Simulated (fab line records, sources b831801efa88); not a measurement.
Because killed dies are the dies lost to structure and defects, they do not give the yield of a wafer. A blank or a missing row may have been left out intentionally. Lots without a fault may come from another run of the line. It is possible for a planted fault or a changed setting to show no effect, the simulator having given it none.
Struck lot and sound lot, side by side :: flow gf180mcu :: 37 out of 602 route steps
Sound: the wafers L592.1, L592.4, L592.6. The struck wafers were L607.4, L607.5, L607.6. The cause is given at the end.
Order at every step that has rows: each side's tool, ch and its chambers, its first start. Under that, the readings that differ: sound wafers :: struck wafers :: difference of the means :: sigmas: that difference in standard deviations of wafers without a fault.
alike: a reading whose means differ by less than 2 such deviations, as well as words and numbers matching on both sides. not compared: withheld readings; readings where some wafer has no value; bounds like >300 that might hide an equal value; numbers whose values overlap and for which the record gives no deviation.
Wherever a step has rows on one side only, a row that says differs or no value, or a row with sigmas, the two part there. Numbers that have no deviation but don't overlap get no sigmas and don't part them. Lack of a reading on every wafer of one side parts them only where that side has two or more wafers.

first, 2 steps without rows for these wafers: GF_M1_PEB_12 (peb time 90 s); GF_M1_DEVELOP_13 (develop time 60 s).
GF_M1_CD_MEAS_14 targets a cd of 230 nm.
  sound on cd sem-02 at day 17 00:59; struck on cd sem-01 at day 22 19:49
reading: cd nm (nm)
sound: 228.5 229.8 228.5
struck: 231.6 231.1 230.9
difference: +2.3
sigmas: +2
GF_M1_OVL_MEAS_15:
  sound on overlay-02 at day 17 01:07; struck on overlay-01 at day 22 19:53
  alike: M1_OVL
GF_M1_METAL_ETCH_16: etches the open film in Cl2/BCl3, stops on SiO2, target depth 750.8 nm, time 127.9 s.
  sound on rie metal-04 ch 0,1, day 17 01:08; struck on rie metal-02 ch 0,1, day 22 19:57
  alike: drypump motor current A, mfc cl2 sccm, oes product au, throttle valve pct
  not compared: rf hours counter h
then, 4 steps without rows for these wafers: GF_M1_STRIP_17 (strips in O2/N2); GF_M1_STRIP_18 (strips in post etch residue remover, time 1200 s); GF_M1_CLEAN_19 (cleans in DIW); GF_V1_CVD_00 (deposits SiO2, target thk 600 nm, time 100 s).
GF_V1_THK_MEAS_01:
  sound on film metro-04 at day 17 01:55; struck on film metro-03 at day 22 20:49
reading: V1_CVD_00_THK (nm)
sound: 606 602 612
struck: 582 595 597
difference: -15
sigmas: -2
GF_V1_CVD_02: deposits SiO2 from TEOS, target thk 850 nm, time 94.851 s.
  sound on pecvd-03 ch 0,1, day 17 01:58; struck on pecvd-02 ch 0,1,2, day 22 20:52
  alike: heater power w
GF_V1_THK_MEAS_03:
  sound on film metro-01 at day 17 02:02; struck on film metro-01 at day 22 20:56
  alike: V1_CVD_02_THK
GF_V1_CMP_04: polishes SiO2.
  sound on cmp-02 ch 0,2, day 17 02:09; struck on cmp-02 ch 0,2,3, day 22 21:04
reading: time to endpoint s (s)
sound: 92 89 88
struck: 104 100 102
difference: +12
sigmas: +2

reading: model.SiO2_of_V1_CVD_02.thk nm (nm)
sound: 633.8 633.8 633.6
struck: 710.1 705.3 708.2
difference: +74.1
sigmas: 
  alike: edge zone pressure frac, motor current A
GF_V1_BOW_MEAS_05:
  sound on film metro-04 at day 17 02:24; struck on film metro-01 at day 22 21:20
  alike: V1_BOW
then, 8 steps without rows for these wafers: GF_V1_DEHYDRATE_06 (time 60 s); GF_V1_HMDS_07 (prime time 60 s); GF_V1_COAT_08; GF_V1_COAT_09 (resist thk 1000 nm); GF_V1_SOFTBAKE_10 (time 60 s); GF_V1_EXPOSE_11 (exposes mask Via1, target cd 260 nm); GF_V1_PEB_12 (peb time 90 s); GF_V1_DEVELOP_13 (develop time 60 s).
GF_V1_CD_MEAS_14 targets a cd of 260 nm.
  sound on cd sem-02 at day 18 01:26; struck on cd sem-02 at day 23 19:56
  alike: cd nm
GF_V1_OVL_MEAS_15:
  sound on overlay-01 at day 18 01:33; struck on overlay-01 at day 23 20:01
  alike: V1_OVL
then, 1 step without rows for these wafers: GF_V1_ETCH_16 (etches BARC in N2/H2).
GF_V1_ETCH_17: etches SiO2 in C4F8/O2/Ar, stops on TiN, target depth 630 nm.
  sound on rie diel-03 ch 0,1,3; struck on rie diel-03 ch 2,3
reading: oes product au (a.u.)
sound: 0.869 0.860 0.860
struck: 0.917 0.913 0.913
difference: +0.051
sigmas: +12

reading: model.V1.feature depth nm (nm)
sound: 633.8 633.8 633.6
struck: 710.1 705.3 708.2
difference: +74.1
sigmas: 

reading: model.etch.depth nm (nm)
sound: 633.8 633.8 633.6
struck: 710.1 705.3 708.2
difference: +74.1
sigmas: 
then, 3 steps without rows for these wafers: GF_V1_STRIP_18 (strips in O2/N2); GF_V1_STRIP_19 (strips in post etch residue remover, time 1200 s); GF_V1_CLEAN_20 (cleans in DIW).
GF_V1_SPUTTER_21: material Ti, target thk 15 nm, time 80.02 s.
  sound on pvd sputter-04 at day 18 02:19; struck on pvd sputter-04 at day 23 20:46
  alike: throttle valve pct
GF_V1_SPUTTER_22: material TiN, target thk 10 nm, time 40 s.
  sound on pvd sputter-04 at day 18 02:23; struck on pvd sputter-04 at day 23 20:50
  alike: throttle valve pct
GF_V1_CVD_23: deposits W, target thk 350 nm, time 105.05 s.
  sound on cvd w-01 ch 0,1, day 18 02:25; struck on cvd w-02 ch 0,1, day 23 20:54
  alike: heater power w
GF_V1_RS_MEAS_24: the measuring method here is four-point-probe.
  sound on film metro-01 at day 18 02:32; struck on film metro-03 at day 23 21:02
  alike: V1_W_RS
GF_V1_THK_MEAS_25: measures by xrf.
  sound on film metro-01 at day 18 02:39; struck on film metro-03 at day 23 21:08
  alike: V1_W_THK
GF_V1_CMP_26: polishes, stops on SiO2, t overpolish 15 s, target thk 0 nm.
  sound on cmp-02 ch 1,2, day 18 02:46; struck on cmp-02 ch 0,1, day 23 21:13
reading: model.SiO2_of_V1_CVD_02.thk nm (nm)
sound: 630 630 629.8
struck: 706.3 701.5 704.4
difference: +74.1
sigmas: 
  alike: edge zone pressure frac, motor current A
then, 1 step without rows for these wafers: GF_M2_SPUTTER_00 (material Ti, target thk 37.5 nm, time 150 s).
GF_PASSIVATION_PROBE_99:
  the record holds rows for the sound wafers here (prober-01, day 29 00:44) but none for the struck ones

## WHERE THEY PART
Earliest at GF_M1_CD_MEAS_14; latest, in this record, at GF_PASSIVATION_PROBE_99.

WHY: whatever the simulator had introduced
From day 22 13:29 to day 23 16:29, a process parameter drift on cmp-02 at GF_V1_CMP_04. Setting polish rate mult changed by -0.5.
